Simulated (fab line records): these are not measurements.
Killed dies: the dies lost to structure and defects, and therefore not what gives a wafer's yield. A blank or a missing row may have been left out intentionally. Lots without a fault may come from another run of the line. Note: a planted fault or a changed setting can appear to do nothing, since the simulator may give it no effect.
Which of the tools did it? :: flow sky130 :: 72 wafers from 24 lots sampled at 3 of the route's 708 steps

WHAT EACH GAUGE READ, for each wafer
SKY_LI_CONTACT_CD_MEAS_12 targets a cd of 170 nm.
lot: L075
measured: day 29 13:35
on: cd_sem-02
cd_nm (nm): 168.1 168.3 166.9

lot: L074
measured: day 29 16:04
on: cd_sem-02
cd_nm (nm): 171.7 171.2 171.4

lot: L077
measured: day 30 04:14
on: cd_sem-02
cd_nm (nm): 171.2 171.5 171.9

lot: L076
measured: day 30 07:53
on: cd_sem-02
cd_nm (nm): 168.5 167.7 169.8

lot: L078
measured: day 30 14:56
on: cd_sem-02
cd_nm (nm): 170.8 170.9 171.2

lot: L079
measured: day 31 08:26
on: cd_sem-01
cd_nm (nm): 167.4 169.9 169.1

lot: L081
measured: day 31 14:46
on: cd_sem-02
cd_nm (nm): 170.8 169.7 170.4

lot: L080
measured: day 31 17:41
on: cd_sem-02
cd_nm (nm): 169.3 169.6 169.0

lot: L082
measured: day 32 00:30
on: cd_sem-01
cd_nm (nm): 168.4 167.4 166.8

lot: L083
measured: day 32 08:43
on: cd_sem-01
cd_nm (nm): 171.7 171.0 172.0

lot: L084
measured: day 32 14:37
on: cd_sem-02
cd_nm (nm): 168.9 170.9 168.6

lot: L085
measured: day 32 18:24
on: cd_sem-02
cd_nm (nm): 170.1 171.9 170.6

lot: L086
measured: day 33 07:58
on: cd_sem-01
cd_nm (nm): 169.1 169.6 168.8

lot: L087
measured: day 33 16:16
on: cd_sem-02
cd_nm (nm): 170.1 170.9 170.3

lot: L088
measured: day 34 04:37
on: cd_sem-02
cd_nm (nm): 169.4 169.8 170.7

lot: L089
measured: day 34 05:38
on: cd_sem-01
cd_nm (nm): 169.4 168.0 169.9

lot: L090
measured: day 34 11:51
on: cd_sem-01
cd_nm (nm): 171.0 171.2 172.1

lot: L091
measured: day 34 16:18
on: cd_sem-01
cd_nm (nm): 170.4 171.3 171.2

lot: L092
measured: day 34 18:46
on: cd_sem-02
cd_nm (nm): 170.3 170.5 170.5

lot: L093
measured: day 35 04:28
on: cd_sem-02
cd_nm (nm): 169.3 168.3 170.4

lot: L094
measured: day 35 10:23
on: cd_sem-01
cd_nm (nm): 171.9 171.5 170.3

lot: L095
measured: day 35 14:06
on: cd_sem-02
cd_nm (nm): 169.7 170.7 170.7

lot: L096
measured: day 35 19:43
on: cd_sem-02
cd_nm (nm): 171.0 170.7 171.3

lot: L097
measured: day 36 06:22
on: cd_sem-01
cd_nm (nm): 171.8 169.7 170.3

SKY_VIA2_THK_MEAS_01.
lot: L075
measured: day 35 14:12
on: film_metro-03
VIA2_HDPCVD_THK (nm): 1200 1189 1188

lot: L074
measured: day 35 15:40
on: film_metro-02
VIA2_HDPCVD_THK (nm): 1175 1181 1167

lot: L077
measured: day 36 04:23
on: film_metro-04
VIA2_HDPCVD_THK (nm): 1169 1198 1178

lot: L076
measured: day 36 05:13
on: film_metro-03
VIA2_HDPCVD_THK (nm): 1214 1206 1200

lot: L078
measured: day 36 11:48
on: film_metro-02
VIA2_HDPCVD_THK (nm): 1159 1186 1179

lot: L079
measured: day 37 04:36
on: film_metro-03
VIA2_HDPCVD_THK (nm): 1161 1187 1171

lot: L081
measured: day 37 10:14
on: film_metro-03
VIA2_HDPCVD_THK (nm): 1202 1200 1209

lot: L080
measured: day 37 13:32
on: film_metro-02
VIA2_HDPCVD_THK (nm): 1209 1195 1187

lot: L082
measured: day 37 19:21
on: film_metro-03
VIA2_HDPCVD_THK (nm): 1199 1190 1179

lot: L083
measured: day 38 04:00
on: film_metro-03
VIA2_HDPCVD_THK (nm): 1186 1188 1191

lot: L084
measured: day 38 09:57
on: film_metro-02
VIA2_HDPCVD_THK (nm): 1188 1197 1206

lot: L085
measured: day 38 12:50
on: film_metro-02
VIA2_HDPCVD_THK (nm): 1182 1168 1190

lot: L086
measured: day 39 01:16
on: film_metro-03
VIA2_HDPCVD_THK (nm): 1174 1193 1168

lot: L087
measured: day 39 08:55
on: film_metro-03
VIA2_HDPCVD_THK (nm): 1185 1176 1186

lot: L088
measured: day 39 20:26
on: film_metro-03
VIA2_HDPCVD_THK (nm): 1202 1192 1192

lot: L089
measured: day 39 22:02
on: film_metro-02
VIA2_HDPCVD_THK (nm): 1192 1179 1176

lot: L090
measured: day 40 05:30
on: film_metro-04
VIA2_HDPCVD_THK (nm): 1175 1177 1196

lot: L091
measured: day 40 09:53
on: film_metro-04
VIA2_HDPCVD_THK (nm): 1186 1188 1204

lot: L092
measured: day 40 10:49
on: film_metro-04
VIA2_HDPCVD_THK (nm): 1182 1186 1178

lot: L093
measured: day 40 20:50
on: film_metro-02
VIA2_HDPCVD_THK (nm): 1187 1210 1179

lot: L094
measured: day 40 23:25
on: film_metro-03
VIA2_HDPCVD_THK (nm): 1179 1181 1177

lot: L095
measured: day 41 03:57
on: film_metro-02
VIA2_HDPCVD_THK (nm): 1184 1176 1178

lot: L096
measured: day 41 09:55
on: film_metro-03
VIA2_HDPCVD_THK (nm): 1214 1189 1184

lot: L097
measured: day 41 20:50
on: film_metro-04
VIA2_HDPCVD_THK (nm): 1168 1176 1165

SKY_VIA3_THK_MEAS_23: measures by xrf.
lot: L075
measured: day 40 00:10
on: film_metro-02
VIA3_W_THK (nm): 405 409 404

lot: L074
measured: day 40 01:07
on: film_metro-02
VIA3_W_THK (nm): 403 407 400

lot: L077
measured: day 40 13:08
on: film_metro-01
VIA3_W_THK (nm): 405 408 402

lot: L076
measured: day 40 15:02
on: film_metro-01
VIA3_W_THK (nm): 404 412 405

lot: L078
measured: day 40 21:17
on: film_metro-04
VIA3_W_THK (nm): 402 400 398

lot: L079
measured: day 41 13:39
on: film_metro-01
VIA3_W_THK (nm): 406 403 404

lot: L081
measured: day 41 17:38
on: film_metro-02
VIA3_W_THK (nm): 413 412 410

lot: L080
measured: day 41 21:54
on: film_metro-01
VIA3_W_THK (nm): 400 400 404

lot: L082
measured: day 42 02:17
on: film_metro-04
VIA3_W_THK (nm): 402 398 404

lot: L083
measured: day 42 10:34
on: film_metro-01
VIA3_W_THK (nm): 399 396 398

lot: L084
measured: day 42 16:59
on: film_metro-01
VIA3_W_THK (nm): 400 401 405

lot: L085
measured: day 42 17:39
on: film_metro-02
VIA3_W_THK (nm): 413 412 412

lot: L086
measured: day 43 07:37
on: film_metro-01
VIA3_W_THK (nm): 394 402 397

lot: L087
measured: day 43 15:46
on: film_metro-02
VIA3_W_THK (nm): 410 416 414

lot: L088
measured: day 44 01:19
on: film_metro-02
VIA3_W_THK (nm): 399 393 398

lot: L089
measured: day 44 02:49
on: film_metro-04
VIA3_W_THK (nm): 407 407 407

lot: L090
measured: day 44 10:50
on: film_metro-04
VIA3_W_THK (nm): 398 403 399

lot: L091
measured: day 44 14:46
on: film_metro-04
VIA3_W_THK (nm): 410 404 406

lot: L092
measured: day 44 15:46
on: film_metro-01
VIA3_W_THK (nm): 405 406 411

lot: L093
measured: day 44 23:49
on: film_metro-04
VIA3_W_THK (nm): 393 397 396

lot: L094
measured: day 45 02:03
on: film_metro-02
VIA3_W_THK (nm): 399 395 398

lot: L095
measured: day 45 05:50
on: film_metro-02
VIA3_W_THK (nm): 404 392 400

lot: L096
measured: day 45 12:24
on: film_metro-04
VIA3_W_THK (nm): 406 402 408

lot: L097
measured: day 45 21:31
on: film_metro-02
VIA3_W_THK (nm): 401 409 397

EACH LOT AND THE TOOL THAT RAN IT (in order: tool; ch and the chambers of the sampled wafers; start)
There is no process step in the record ahead of these readings.

WHAT THE TOOLS THEMSELVES READ (means of the sampled wafers that have a number; where no wafer has one, the mark that the record gives instead)
The record holds no such reading with a usual standard deviation.

THE ANSWER, worked out from the rows above alone
Rule: the lots themselves supply what counts as usual. Put in order of their means at a reading, lots are off if they are a third of the lots or fewer, leave a main group of 4 or more, and stand apart from it by a gap of 3 or more times the standard deviation of the main group's means; of several such gaps the widest counts. Not used: any main group whose means are identical at the precision the tables above print for the reading. Also off: a lot with no number at a reading for which 4 or more lots have one. All remaining lots with rows at the step are treated as sound. The gauges are gone through in route order, then the tools' own readings, and for those a lot's mean is taken as printed above. The first step at which some lot is off is used, and at that step the reading that is off furthest; a lot without a number counts as furthest.
Nothing can be told from this: no lot is off at any reading shown.

WHAT THE SIMULATOR HAD PUT IN
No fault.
